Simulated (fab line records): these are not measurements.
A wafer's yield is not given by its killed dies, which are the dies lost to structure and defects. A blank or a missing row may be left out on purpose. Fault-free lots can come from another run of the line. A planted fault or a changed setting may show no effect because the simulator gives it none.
fab line records + flow sfq-line
record
- lots=7
- wafers=21
- last-day=83
route steps=325 shown I0@53 M1@58
lots that met no fault: taken from a fault-free run of the same line
start-h: the number of hours between the record's first day and the start of the first shown wafer of the lot + wait-h: hours from the lot's prior step to this one + " identical to the entry in the row above + L1.1+2: a row that stands for several wafers + - no value, or no start given + * or withheld: withheld + < > ~ a bound
route shown NAME@n: a module of which the file shows steps, and the number in the route of the first + usual: mean/standard deviation of fault-free wafers + same: alike in all rows + chamber/n: place in a boat + sites: each site's reading + _std_site: standard deviation across them + _edge_site: mean of outer sites minus mean of inner sites + radius-mm: how far each site lies from the wafer's centre + mask NAME#n: copy n + behind: the most recent tool/chamber to have shaped the wafer + hold: reason for holding the lot/hours on hold/outcome of the hold + device: transistor that didn't switch, given as n, p or np + end of line: the same wafers' tests at the end of the route + a step without rows: its recipe alone + killed: not the wafer's yield, but the dies lost to structure and defects at the first sort + map: a wafer's dies, marking killed ones x, the rest . and places with no die _
set.NAME: the setting as run; set.NAME@STEP: as run at that earlier step + model.NAME: the simulator's own value behind a step, which no gauge read
lots at some steps of the route; a table a step, a row a wafer
services: when a tool's chamber went out of use (start-h, in hours from the record's first day, below 0 if earlier), for how many hours, and the reason
## steps
# step SFQ_I0_OVL_MEAS_908
# usual
- I0_OVL=-2/5.1
| lot.wafer | tool       | chamber | start-h | wait-h | I0_OVL[nm] |
|-----------|------------|---------|---------|--------|------------|
| L268.1    | overlay-02 | -       | 408.29  | 0.1    | 1          |
| L268.3    | "          | -       | "       | "      | -2         |
| L268.6    | "          | -       | "       | "      | 1          |
| L276.2    | overlay-02 | -       | 489.09  | 0.1    | -1         |
| L276.4    | "          | -       | "       | "      | -9         |
| L276.6    | "          | -       | "       | "      | 4          |
| L277.1    | overlay-01 | -       | 493.89  | 0.1    | -5         |
| L277.4    | "          | -       | "       | "      | -4         |
| L277.6    | "          | -       | "       | "      | -5         |
| L281.2    | overlay-02 | -       | 527.29  | 0.1    | -1         |
| L281.5    | "          | -       | "       | "      | -1         |
| L281.6    | "          | -       | "       | "      | -2         |
| L282.1    | overlay-02 | -       | 548.89  | 0.1    | 3          |
| L282.5    | "          | -       | "       | "      | -3         |
| L282.6    | "          | -       | "       | "      | -3         |
| L283.1    | overlay-02 | -       | 570.04  | 0.1    | -9         |
| L283.2    | "          | -       | "       | "      | 0          |
| L283.6    | "          | -       | "       | "      | -8         |
| L284.1    | overlay-02 | -       | 590.44  | 0.1    | 5          |
| L284.4    | "          | -       | "       | "      | -3         |
| L284.5    | "          | -       | "       | "      | 0          |
# step SFQ_TRILAYER_I0_VIA_BARC_OPEN_VIA_ETCH_046
# recipe
- mask-material=PR
- chemistry=O2
- target-depth-nm=125
- target=BARC
- source-w=500
- bias-w=80
- pressure-mtorr=30
- time-s=41.7
# usual
- chamber-pressure-mTorr=30.000/0.027
- drypump-motor-current-A=5.7/0.45
- oes-product-au=0.686/0.0047
| lot.wafer | tool        | chamber | start-h | wait-h | chamber-pressure-mTorr | drypump-motor-current-A | oes-product-au | rf-hours-counter-h |
|-----------|-------------|---------|---------|--------|------------------------|-------------------------|----------------|--------------------|
| L268.1    | rie-diel-01 | 2       | 408.32  | 0.0    | 30.029                 | 6.4                     | 0.684          | 3                  |
| L268.3    | "           | 3       | "       | "      | 30.003                 | 5.4                     | 0.692          | 0                  |
| L268.6    | "           | 2       | "       | "      | 30.006                 | 6.4                     | 0.678          | -                  |
| L276.2    | rie-diel-02 | 2       | 489.12  | 0.0    | 29.998                 | 6.5                     | 0.687          | 69                 |
| L276.4    | "           | 3       | "       | "      | 30.029                 | 5.1                     | 0.684          | 11                 |
| L276.6    | "           | 2       | "       | "      | 30.004                 | 6.5                     | 0.677          | -                  |
| L277.1    | rie-diel-01 | 1       | 493.92  | 0.0    | 29.994                 | 5.2                     | 0.688          | 10                 |
| L277.4    | "           | 0       | "       | "      | 30.014                 | 5.6                     | 0.691          | 88                 |
| L277.6    | "           | 2       | "       | "      | 30.020                 | 6.4                     | 0.686          | -                  |
| L281.2    | rie-diel-04 | 1       | 527.32  | 0.0    | 29.981                 | 6.1                     | 0.684          | 49                 |
| L281.5    | "           | 0       | "       | "      | 29.995                 | 5.9                     | 0.685          | -                  |
| L281.6    | "           | 3       | "       | "      | 29.975                 | 5.8                     | 0.690          | -                  |
| L282.1    | rie-diel-04 | 1       | 548.92  | 0.0    | 29.991                 | 6.1                     | 0.686          | 49                 |
| L282.5    | "           | 0       | "       | "      | 30.002                 | 5.8                     | 0.683          | -                  |
| L282.6    | "           | 1       | "       | "      | 29.944                 | 6.1                     | 0.674          | -                  |
| L283.1    | rie-diel-02 | 3       | 570.07  | 0.0    | 29.996                 | 5.1                     | 0.692          | 12                 |
| L283.2    | "           | 2       | "       | "      | 29.985                 | 6.5                     | 0.685          | 69                 |
| L283.6    | "           | 3       | "       | "      | 30.045                 | 5.1                     | 0.689          | -                  |
| L284.1    | rie-diel-01 | 1       | 590.47  | 0.0    | 30.002                 | 5.2                     | 0.689          | 12                 |
| L284.4    | "           | 0       | "       | "      | 30.012                 | 5.6                     | 0.688          | 1                  |
| L284.5    | "           | 0       | "       | "      | 30.021                 | 5.6                     | 0.689          | -                  |
# step SFQ_TRILAYER_I0_VIA_ETCH_VIA_ETCH_034
# recipe
- target=SiO2
- stop-on=Nb
- mask-material=PR
- taper-deg=20
- chemistry=CHF3
- target-depth-nm=260
- source-w=500
- bias-w=80
- pressure-mtorr=30
- time-s=withheld
# usual
- chamber-pressure-mTorr=30.00/0.03
- drypump-motor-current-A=5.7/0.45
- oes-product-au=0.854/0.0049
| lot.wafer | tool        | chamber | start-h | wait-h | chamber-pressure-mTorr | drypump-motor-current-A | oes-product-au |
|-----------|-------------|---------|---------|--------|------------------------|-------------------------|----------------|
| L268.1    | rie-diel-01 | 2       | 408.36  | 0.0    | 30.00                  | 6.4                     | 0.853          |
| L268.3    | "           | 3       | "       | "      | 30.00                  | 5.4                     | 0.856          |
| L268.6    | "           | 2       | "       | "      | 30.00                  | 6.4                     | 0.854          |
| L276.2    | rie-diel-02 | 2       | 489.16  | 0.0    | 30.03                  | 6.5                     | 0.856          |
| L276.4    | "           | 3       | "       | "      | 30.01                  | 5.1                     | 0.858          |
| L276.6    | "           | 2       | "       | "      | 29.96                  | 6.5                     | 0.849          |
| L277.1    | rie-diel-01 | 1       | 493.96  | 0.0    | 30.05                  | 5.2                     | 0.858          |
| L277.4    | "           | 0       | "       | "      | 30.00                  | 5.6                     | 0.852          |
| L277.6    | "           | 2       | "       | "      | 30.00                  | 6.4                     | 0.858          |
| L281.2    | rie-diel-04 | 1       | 527.36  | 0.0    | 30.01                  | 6.2                     | 0.851          |
| L281.5    | "           | 0       | "       | "      | 29.98                  | 5.8                     | 0.859          |
| L281.6    | "           | 3       | "       | "      | 29.97                  | 5.8                     | 0.858          |
| L282.1    | rie-diel-04 | 1       | 548.96  | 0.0    | 30.04                  | 6.1                     | 0.843          |
| L282.5    | "           | 0       | "       | "      | 30.04                  | 5.9                     | 0.857          |
| L282.6    | "           | 1       | "       | "      | 30.01                  | 6.1                     | 0.848          |
| L283.1    | rie-diel-02 | 3       | 570.11  | 0.0    | 29.99                  | 5.1                     | 0.842          |
| L283.2    | "           | 2       | "       | "      | 30.01                  | 6.5                     | 0.860          |
| L283.6    | "           | 3       | "       | "      | 30.00                  | 5.1                     | 0.856          |
| L284.1    | rie-diel-01 | 1       | 590.51  | 0.0    | 30.06                  | 5.2                     | 0.855          |
| L284.4    | "           | 0       | "       | "      | 29.95                  | 5.6                     | 0.854          |
| L284.5    | "           | 0       | "       | "      | 30.00                  | 5.6                     | 0.852          |
# step SFQ_TRILAYER_I0_VIA_STRIP_STRIP_035
# recipe
- gas=O2
- power-w=200
- platen-temp-c=40
- overash-fraction=0.65
- chemistry=O2
- pressure-mtorr=50
# usual
- chamber-pressure-mTorr=50.00/0.046
- drypump-motor-current-A=5.8/0.35
- oes-product-au=0.995/0.0078
| lot.wafer | tool         | chamber | start-h | wait-h | chamber-pressure-mTorr | drypump-motor-current-A | oes-product-au | rf-hours-counter-h |
|-----------|--------------|---------|---------|--------|------------------------|-------------------------|----------------|--------------------|
| L268.1    | rie-metal-04 | 1       | 408.48  | -      | 50.06                  | 5.4                     | 0.998          | 135                |
| L268.3    | "            | 0       | "       | "      | 50.01                  | 5.9                     | 0.981          | -                  |
| L268.6    | "            | 1       | "       | "      | 49.91                  | 5.4                     | 0.999          | -                  |
| L276.2    | rie-metal-04 | 0       | 489.28  | -      | 49.96                  | 5.9                     | 0.989          | 23                 |
| L276.4    | "            | 0       | "       | "      | 50.02                  | 5.9                     | 0.994          | -                  |
| L276.6    | "            | 0       | "       | "      | 50.01                  | 5.9                     | 0.995          | -                  |
| L277.1    | rie-metal-04 | 1       | 494.08  | -      | 50.02                  | 5.4                     | 0.981          | 141                |
| L277.4    | "            | 0       | "       | "      | 49.98                  | 5.9                     | 0.991          | -                  |
| L277.6    | "            | 0       | "       | "      | 49.99                  | 5.9                     | 0.991          | -                  |
| L281.2    | rie-metal-02 | 0       | 527.48  | -      | 49.98                  | 5.6                     | 1.012          | 9                  |
| L281.5    | "            | 0       | "       | "      | 50.07                  | 5.6                     | 1.010          | -                  |
| L281.6    | "            | 1       | "       | "      | 50.09                  | 6.5                     | 1.003          | -                  |
| L282.1    | rie-metal-01 | 0       | 549.08  | -      | 50.10                  | 5.7                     | 0.996          | 0                  |
| L282.5    | "            | 0       | "       | "      | 50.02                  | 5.7                     | 0.988          | -                  |
| L282.6    | "            | 1       | "       | "      | 50.09                  | 6.0                     | 0.988          | -                  |
| L283.1    | rie-metal-04 | 1       | 570.23  | -      | 49.98                  | 5.3                     | 0.988          | 3                  |
| L283.2    | "            | 1       | "       | "      | 49.99                  | 5.4                     | 0.992          | -                  |
| L283.6    | "            | 1       | "       | "      | 49.97                  | 5.3                     | 0.988          | -                  |
| L284.1    | rie-metal-04 | 0       | 590.63  | -      | 50.00                  | 5.9                     | 0.995          | 32                 |
| L284.4    | "            | 1       | "       | "      | 49.99                  | 5.3                     | 1.000          | -                  |
| L284.5    | "            | 0       | "       | "      | 50.00                  | 5.9                     | 0.996          | -                  |
# step SFQ_TRILAYER_I0_VIA_STRIP_SOLV_CLEAN_036
# recipe
- chemistry=NMP
- temp-c=70
- time-s=600
# step SFQ_TRILAYER_M1_DEP_PRE_CLEAN_038
# recipe
- gas=Ar
- time-s=22.5
- bias-v=250
# step SFQ_TRILAYER_M1_DEP_SPUTTER_037
# recipe
- material=Nb
- base-pressure-pa=1.33e-06
- chamber-pressure-pa=0.1333
- substrate-temp-c=20
- resputter-cathode-voltage-v=400
- target-thk-nm=200
- power-w=2000
- time-s=133.3
# usual
- chamber-pressure-pa=0.13328/0.00028
- substrate-temp-c=20.00/0.098
- throttle-valve-pct=29.9/0.8
| lot.wafer | tool           | chamber | start-h | wait-h | chamber-pressure-pa | substrate-temp-c | throttle-valve-pct |
|-----------|----------------|---------|---------|--------|---------------------|------------------|--------------------|
| L268.1    | pvd-sputter-06 | -       | 409.48  | 0.0    | 0.13365             | 20.04            | 29.9               |
| L268.3    | "              | -       | "       | "      | 0.13351             | 19.85            | 29.5               |
| L268.6    | "              | -       | "       | "      | 0.13352             | 19.76            | 29.5               |
| L276.2    | pvd-sputter-06 | -       | 490.08  | 0.0    | 0.13387             | 20.10            | 29.5               |
| L276.4    | "              | -       | "       | "      | 0.13375             | 20.23            | 29.6               |
| L276.6    | "              | -       | "       | "      | 0.13335             | 19.96            | 29.1               |
| L277.1    | pvd-sputter-05 | -       | 494.90  | 0.0    | 0.13259             | 20.15            | 29.7               |
| L277.4    | "              | -       | "       | "      | 0.13337             | 20.13            | 29.3               |
| L277.6    | "              | -       | "       | "      | 0.13286             | 19.97            | 31.7               |
| L281.2    | pvd-sputter-06 | -       | 528.28  | 0.0    | 0.13295             | 20.07            | 29.7               |
| L281.5    | "              | -       | "       | "      | 0.13301             | 20.13            | 29.3               |
| L281.6    | "              | -       | "       | "      | 0.13328             | 19.99            | 29.0               |
| L282.1    | pvd-sputter-05 | -       | 549.88  | 0.0    | 0.1334              | 19.96            | 29.5               |
| L282.5    | "              | -       | "       | "      | 0.13364             | 20.08            | 29.7               |
| L282.6    | "              | -       | "       | "      | 0.13385             | 20.02            | 30.0               |
| L283.1    | pvd-sputter-03 | -       | 571.63  | 0.0    | 0.1332              | 19.90            | 30.1               |
| L283.2    | "              | -       | "       | "      | 0.13296             | 20.20            | 31.2               |
| L283.6    | "              | -       | "       | "      | 0.13328             | 19.85            | 29.0               |
| L284.1    | pvd-sputter-05 | -       | 591.63  | 0.0    | 0.1334              | 20.10            | 30.1               |
| L284.4    | "              | -       | "       | "      | 0.13334             | 19.99            | 31.6               |
| L284.5    | "              | -       | "       | "      | 0.13376             | 20.19            | 29.8               |
# step SFQ_M1_RS_MEAS_909
# recipe
- thk-meas-gauge=four-point-probe
- reads=Nb_of_TRILAYER_M1_DEP_SPUTTER_037
# usual
- M1_NB_RS=0.895/0.0094
| lot.wafer | tool          | chamber | start-h | wait-h | M1_NB_RS[ohm/sq] |
|-----------|---------------|---------|---------|--------|------------------|
| L268.1    | film-metro-03 | -       | 409.57  | 0.0    | 0.894            |
| L268.3    | "             | -       | "       | "      | 0.891            |
| L268.6    | "             | -       | "       | "      | 0.896            |
| L276.2    | film-metro-01 | -       | 490.19  | 0.1    | 0.888            |
| L276.4    | "             | -       | "       | "      | 0.886            |
| L276.6    | "             | -       | "       | "      | 0.893            |
| L277.1    | film-metro-01 | -       | 494.99  | 0.0    | 0.913            |
| L277.4    | "             | -       | "       | "      | 0.899            |
| L277.6    | "             | -       | "       | "      | 0.898            |
| L281.2    | film-metro-03 | -       | 528.39  | 0.1    | 0.903            |
| L281.5    | "             | -       | "       | "      | 0.902            |
| L281.6    | "             | -       | "       | "      | 0.897            |
| L282.1    | film-metro-01 | -       | 549.97  | 0.0    | 0.891            |
| L282.5    | "             | -       | "       | "      | 0.892            |
| L282.6    | "             | -       | "       | "      | 0.897            |
| L283.1    | film-metro-03 | -       | 571.72  | 0.0    | 0.890            |
| L283.2    | "             | -       | "       | "      | 0.891            |
| L283.6    | "             | -       | "       | "      | 0.898            |
| L284.1    | film-metro-03 | -       | 591.72  | 0.0    | 0.890            |
| L284.4    | "             | -       | "       | "      | 0.903            |
| L284.5    | "             | -       | "       | "      | 0.887            |
# step SFQ_TRILAYER_M1_LITHO_COAT_044
# recipe
- resist=BARC
- spin-rpm=3000
- resist-thk-nm=62
# step SFQ_TRILAYER_M1_LITHO_COAT_039
# recipe
- resist=KrF
- spin-rpm=3000
- resist-thk-nm=600
# step SFQ_TRILAYER_M1_LITHO_SOFTBAKE_043
# recipe
- temp-c=withheld
- time-s=withheld
- resist=KrF
# step SFQ_TRILAYER_M1_LITHO_EXPOSE_040
# recipe
- mask-id=M1
- na=0.6
- source-shape=conventional
- sigma-outer=0.65
- target-cd-nm=500
- dose-mj=14.4
# usual
- exposure-dose-mJ-cm2=14.399/0.016
| lot.wafer | tool           | chamber | start-h | wait-h | mask | exposure-dose-mJ-cm2 |
|-----------|----------------|---------|---------|--------|------|----------------------|
| L268.1    | krf-scanner-02 | 0       | 563.74  | -      | M1#0 | 14.395               |
| L268.3    | "              | 0       | "       | "      | M1#0 | 14.400               |
| L268.6    | "              | 0       | "       | "      | M1#0 | 14.404               |
| L276.2    | krf-scanner-01 | 0       | 636.16  | -      | M1#0 | 14.418               |
| L276.4    | "              | 0       | "       | "      | M1#0 | 14.406               |
| L276.6    | "              | 0       | "       | "      | M1#0 | 14.404               |
| L277.1    | krf-scanner-01 | 0       | 640.76  | -      | M1#0 | 14.403               |
| L277.4    | "              | 0       | "       | "      | M1#0 | 14.399               |
| L277.6    | "              | 0       | "       | "      | M1#0 | 14.427               |
| L281.2    | krf-scanner-02 | 0       | 668.48  | -      | M1#0 | 14.819               |
| L281.5    | "              | 0       | "       | "      | M1#0 | 14.831               |
| L281.6    | "              | 0       | "       | "      | M1#0 | 14.811               |
| L282.1    | krf-scanner-02 | 0       | 683.88  | -      | M1#0 | 14.782               |
| L282.5    | "              | 0       | "       | "      | M1#0 | 14.796               |
| L282.6    | "              | 0       | "       | "      | M1#0 | 14.798               |
| L283.1    | krf-scanner-01 | 0       | 702.93  | -      | M1#0 | 14.412               |
| L283.2    | "              | 0       | "       | "      | M1#0 | 14.415               |
| L283.6    | "              | 0       | "       | "      | M1#0 | 14.403               |
| L284.1    | krf-scanner-02 | 0       | 715.26  | -      | M1#0 | 14.808               |
| L284.4    | "              | 0       | "       | "      | M1#0 | 14.798               |
| L284.5    | "              | 0       | "       | "      | M1#0 | 14.793               |
# step SFQ_TRILAYER_M1_LITHO_PEB_042
# recipe
- peb-temp-c=115
- peb-time-s=60
- resist=KrF
# step SFQ_TRILAYER_M1_LITHO_DEVELOP_041
# recipe
- time-s=60
- resist=KrF
# step SFQ_M1_OVL_MEAS_911
# usual
- M1_OVL=0/6.3
| lot.wafer | tool       | chamber | start-h | wait-h | M1_OVL[nm] |
|-----------|------------|---------|---------|--------|------------|
| L268.1    | overlay-02 | -       | 565.24  | 0.1    | 9          |
| L268.3    | "          | -       | "       | "      | 8          |
| L268.6    | "          | -       | "       | "      | 8          |
| L276.2    | overlay-02 | -       | 637.46  | 0.1    | 7          |
| L276.4    | "          | -       | "       | "      | 13         |
| L276.6    | "          | -       | "       | "      | 16         |
| L277.1    | overlay-02 | -       | 642.26  | 0.1    | -6         |
| L277.4    | "          | -       | "       | "      | -5         |
| L277.6    | "          | -       | "       | "      | -9         |
| L281.2    | overlay-02 | -       | 669.79  | 0.1    | 7          |
| L281.5    | "          | -       | "       | "      | 10         |
| L281.6    | "          | -       | "       | "      | 6          |
| L282.1    | overlay-02 | -       | 685.38  | 0.1    | -9         |
| L282.5    | "          | -       | "       | "      | -9         |
| L282.6    | "          | -       | "       | "      | -6         |
| L283.1    | overlay-01 | -       | 704.43  | 0.1    | 3          |
| L283.2    | "          | -       | "       | "      | -12        |
| L283.6    | "          | -       | "       | "      | 4          |
| L284.1    | overlay-02 | -       | 716.76  | 0.1    | 3          |
| L284.4    | "          | -       | "       | "      | -10        |
| L284.5    | "          | -       | "       | "      | 2          |
# step SFQ_TRILAYER_M1_BARC_OPEN_METAL_ETCH_054
# recipe
- mask-material=PR
- chemistry=O2
- target-depth-nm=125
- target=BARC
- icp-w=600
- bias-w=80
- pressure-mtorr=10
- time-s=41.7
# usual
- chamber-pressure-mTorr=9.999/0.0089
- drypump-motor-current-A=5.8/0.38
- oes-product-au=0.685/0.0053
| lot.wafer | tool         | chamber | start-h | wait-h | chamber-pressure-mTorr | drypump-motor-current-A | oes-product-au | rf-hours-counter-h | model.M1.cd-nm |
|-----------|--------------|---------|---------|--------|------------------------|-------------------------|----------------|--------------------|----------------|
| L268.1    | rie-metal-02 | 0       | 565.27  | 0.0    | 9.982                  | 5.6                     | 0.690          | 13                 | 499.3          |
| L268.3    | "            | 0       | "       | "      | 10.011                 | 5.6                     | 0.686          | -                  | 497.4          |
| L268.6    | "            | 1       | "       | "      | 9.998                  | 6.5                     | 0.684          | -                  | 498.4          |
| L276.2    | rie-metal-04 | 1       | 637.49  | 0.0    | 10.007                 | 5.4                     | 0.690          | 14                 | 499.5          |
| L276.4    | "            | 0       | "       | "      | 10.008                 | 5.9                     | 0.684          | -                  | 501.1          |
| L276.6    | "            | 0       | "       | "      | 10.004                 | 5.9                     | 0.689          | -                  | 500.2          |
| L277.1    | rie-metal-02 | 0       | 642.29  | 0.0    | 10.000                 | 5.6                     | 0.682          | 24                 | 500.2          |
| L277.4    | "            | 0       | "       | "      | 10.001                 | 5.6                     | 0.684          | -                  | 499.6          |
| L277.6    | "            | 0       | "       | "      | 9.990                  | 5.6                     | 0.685          | -                  | 499            |
| L281.2    | rie-metal-03 | 0       | 669.82  | 0.0    | 10.002                 | 5.6                     | 0.673          | 62                 | 496            |
| L281.5    | "            | 1       | "       | "      | 9.996                  | 6.1                     | 0.683          | -                  | 495.7          |
| L281.6    | "            | 0       | "       | "      | 9.988                  | 5.6                     | 0.690          | -                  | 494.4          |
| L282.1    | rie-metal-04 | 1       | 685.42  | 0.0    | 9.989                  | 5.4                     | 0.686          | 22                 | 497.5          |
| L282.5    | "            | 1       | "       | "      | 10.004                 | 5.4                     | 0.684          | -                  | 496.8          |
| L282.6    | "            | 0       | "       | "      | 10.001                 | 5.9                     | 0.680          | -                  | 496.9          |
| L283.1    | rie-metal-02 | 1       | 704.47  | 0.0    | 10.003                 | 6.5                     | 0.674          | 59                 | 502.1          |
| L283.2    | "            | 0       | "       | "      | 9.992                  | 5.6                     | 0.676          | 34                 | 500.6          |
| L283.6    | "            | 1       | "       | "      | 10.003                 | 6.5                     | 0.680          | -                  | 501.4          |
| L284.1    | rie-metal-02 | 1       | 716.79  | 0.0    | 9.975                  | 6.5                     | 0.683          | 61                 | 495.5          |
| L284.4    | "            | 0       | "       | "      | 10.001                 | 5.6                     | 0.686          | -                  | 494.7          |
| L284.5    | "            | 1       | "       | "      | 10.013                 | 6.5                     | 0.692          | -                  | 496.5          |
# step SFQ_TRILAYER_M1_ETCH_METAL_ETCH_042
# recipe
- target=Nb
- stop-on=SiO2
- mask-material=PR
- chemistry=Cl2/Ar
- target-depth-nm=240
- icp-w=600
- bias-w=80
- pressure-mtorr=10
- time-s=120
# usual
- chamber-pressure-mTorr=10.000/0.01
- drypump-motor-current-A=5.8/0.38
- oes-product-au=0.891/0.0072
| lot.wafer | tool         | chamber | start-h | wait-h | chamber-pressure-mTorr | drypump-motor-current-A | oes-product-au | rf-hours-counter-h | model.M1.cd-nm |
|-----------|--------------|---------|---------|--------|------------------------|-------------------------|----------------|--------------------|----------------|
| L268.1    | rie-metal-02 | 0       | 565.33  | 0.0    | 9.996                  | 5.6                     | 0.891          | 13                 | 496.8          |
| L268.3    | "            | 0       | "       | "      | 10.017                 | 5.6                     | 0.897          | -                  | 494.3          |
| L268.6    | "            | 1       | "       | "      | 10.011                 | 6.5                     | 0.890          | -                  | 496.6          |
| L276.2    | rie-metal-04 | 1       | 637.55  | 0.0    | 10.002                 | 5.4                     | 0.894          | 14                 | 499.8          |
| L276.4    | "            | 0       | "       | "      | 9.990                  | 5.9                     | 0.891          | -                  | 501.6          |
| L276.6    | "            | 0       | "       | "      | 9.998                  | 5.9                     | 0.891          | -                  | 500.6          |
| L277.1    | rie-metal-02 | 0       | 642.35  | 0.0    | 10.006                 | 5.6                     | 0.881          | 24                 | 499.4          |
| L277.4    | "            | 0       | "       | "      | 10.005                 | 5.6                     | 0.881          | -                  | 498.1          |
| L277.6    | "            | 0       | "       | "      | 10.011                 | 5.6                     | 0.896          | -                  | 498.4          |
| L281.2    | rie-metal-03 | 0       | 669.88  | 0.0    | 10.011                 | 5.6                     | 0.887          | 62                 | 496.7          |
| L281.5    | "            | 1       | "       | "      | 9.989                  | 6.1                     | 0.886          | -                  | 496.6          |
| L281.6    | "            | 0       | "       | "      | 10.005                 | 5.6                     | 0.884          | -                  | 495.9          |
| L282.1    | rie-metal-04 | 1       | 685.48  | 0.0    | 10.001                 | 5.4                     | 0.890          | 22                 | 496.9          |
| L282.5    | "            | 1       | "       | "      | 9.995                  | 5.3                     | 0.896          | -                  | 497.1          |
| L282.6    | "            | 0       | "       | "      | 9.991                  | 5.9                     | 0.883          | -                  | 497            |
| L283.1    | rie-metal-02 | 1       | 704.53  | 0.0    | 9.991                  | 6.5                     | 0.892          | 59                 | 499.6          |
| L283.2    | "            | 0       | "       | "      | 9.987                  | 5.6                     | 0.901          | 34                 | 499            |
| L283.6    | "            | 1       | "       | "      | 9.988                  | 6.5                     | 0.893          | -                  | 498.5          |
| L284.1    | rie-metal-02 | 1       | 716.85  | 0.0    | 10.014                 | 6.5                     | 0.881          | 61                 | 494.1          |
| L284.4    | "            | 0       | "       | "      | 9.997                  | 5.6                     | 0.890          | -                  | 493.9          |
| L284.5    | "            | 1       | "       | "      | 10.005                 | 6.5                     | 0.886          | -                  | 495.2          |
# step SFQ_TRILAYER_M1_STRIP_STRIP_043
# recipe
- gas=O2
- power-w=200
- platen-temp-c=40
- overash-fraction=0.65
- chemistry=O2
- pressure-mtorr=50
# usual
- chamber-pressure-mTorr=50.00/0.046
- drypump-motor-current-A=5.8/0.38
- oes-product-au=0.999/0.008
| lot.wafer | tool         | chamber | start-h | wait-h | chamber-pressure-mTorr | drypump-motor-current-A | oes-product-au | rf-hours-counter-h |
|-----------|--------------|---------|---------|--------|------------------------|-------------------------|----------------|--------------------|
| L268.1    | rie-metal-02 | 0       | 565.46  | 0.1    | 50.09                  | 5.6                     | 0.997          | 13                 |
| L268.3    | "            | 0       | "       | "      | 49.94                  | 5.6                     | 1.001          | -                  |
| L268.6    | "            | 1       | "       | "      | 50.05                  | 6.5                     | 0.996          | -                  |
| L276.2    | rie-metal-04 | 1       | 637.68  | 0.1    | 50.02                  | 5.3                     | 0.984          | 14                 |
| L276.4    | "            | 0       | "       | "      | 50.04                  | 5.9                     | 0.994          | -                  |
| L276.6    | "            | 0       | "       | "      | 50.06                  | 5.9                     | 1.003          | -                  |
| L277.1    | rie-metal-02 | 0       | 642.48  | 0.1    | 50.00                  | 5.6                     | 1.007          | 24                 |
| L277.4    | "            | 0       | "       | "      | 50.02                  | 5.6                     | 1.003          | -                  |
| L277.6    | "            | 0       | "       | "      | 50.01                  | 5.6                     | 1.004          | -                  |
| L281.2    | rie-metal-03 | 0       | 670.00  | 0.1    | 50.06                  | 5.6                     | 1.001          | 62                 |
| L281.5    | "            | 1       | "       | "      | 49.94                  | 6.1                     | 1.011          | -                  |
| L281.6    | "            | 0       | "       | "      | 50.02                  | 5.6                     | 1.015          | -                  |
| L282.1    | rie-metal-04 | 1       | 685.60  | 0.1    | 49.99                  | 5.3                     | 1.001          | 23                 |
| L282.5    | "            | 1       | "       | "      | 49.94                  | 5.4                     | 1.001          | -                  |
| L282.6    | "            | 0       | "       | "      | 49.94                  | 5.9                     | 0.996          | -                  |
| L283.1    | rie-metal-02 | 1       | 704.65  | 0.1    | 50.00                  | 6.5                     | 1.003          | 59                 |
| L283.2    | "            | 0       | "       | "      | 50.00                  | 5.6                     | 0.983          | 34                 |
| L283.6    | "            | 1       | "       | "      | 50.01                  | 6.5                     | 1.001          | -                  |
| L284.1    | rie-metal-02 | 1       | 716.98  | 0.1    | 50.02                  | 6.5                     | 0.996          | 61                 |
| L284.4    | "            | 0       | "       | "      | 49.94                  | 5.6                     | 0.988          | -                  |
| L284.5    | "            | 1       | "       | "      | 50.00                  | 6.5                     | 0.997          | -                  |
## services
| tool           | chamber | start-h | hours | kind   |
|----------------|---------|---------|-------|--------|
| krf-scanner-02 | -       | 396.72  | 4.0   | pm     |
| rie-diel-04    | -       | 404.93  | 0.1   | repair |
| rie-diel-02    | 1       | 405.46  | 3.6   | repair |
| rie-diel-04    | 2       | 406.30  | 4.4   | repair |
| rie-diel-02    | -       | 406.55  | 0.2   | repair |
| krf-scanner-02 | -       | 408.49  | 3.0   | repair |
| rie-diel-02    | -       | 442.11  | 14.6  | pm     |
| rie-diel-04    | 2       | 452.30  | 2.1   | repair |
| rie-metal-04   | 0       | 457.82  | 6.0   | repair |
| rie-metal-04   | 1       | 458.97  | 20.1  | repair |
| rie-diel-04    | 3       | 463.04  | 3.8   | repair |
| krf-scanner-02 | -       | 479.09  | 1.3   | pm     |
| krf-scanner-02 | -       | 515.19  | 1.0   | pm     |
| rie-metal-04   | 0       | 543.92  | 37.1  | repair |
| krf-scanner-02 | -       | 555.79  | 0.8   | pm     |
| rie-diel-02    | -       | 570.27  | 0.6   | repair |
| krf-scanner-02 | -       | 591.43  | 0.7   | repair |
| rie-diel-01    | 1       | 594.76  | 1.5   | repair |
| krf-scanner-02 | -       | 630.51  | 1.3   | pm     |
| rie-diel-01    | 2       | 639.72  | 1.3   | repair |
| rie-diel-02    | 3       | 641.61  | 2.5   | repair |
| rie-diel-04    | 2       | 643.09  | 101.1 | repair |
| krf-scanner-02 | -       | 655.28  | 1.0   | pm     |
| rie-diel-01    | -       | 699.20  | 0.7   | repair |
## key
first-sign
- step=SFQ_TRILAYER_M1_LITHO_EXPOSE_040
- reading=exposure-dose-mJ-cm2
- direction=up
- sigmas=26
- usual=14.399
- struck=14.804
effect none on later readings
model-effect
- step=SFQ_TRILAYER_M1_BARC_OPEN_METAL_ETCH_054
- value=M1.cd-nm
- without=500.4
- struck=496
model-effect
- step=SFQ_TRILAYER_M1_ETCH_METAL_ETCH_042
- value=M1.cd-nm
- without=500.3
- struck=495.9
met-at SFQ_TRILAYER_M1_LITHO_EXPOSE_040
struck-wafers L281.2,L281.5,L281.6,L282.1,L282.5,L282.6,L284.1,L284.4,L284.5
onset-between 563.74 668.48
fault
- kind=process-parameter-drift
- tool=krf-scanner-02
- chamber=-
- onset-h=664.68
- steps=SFQ_TRILAYER_M1_LITHO_EXPOSE_040
- channel=dose-mj
- offset=0.39809
- shape=step
- acts-in=these-recipes-only
- stated=14.4
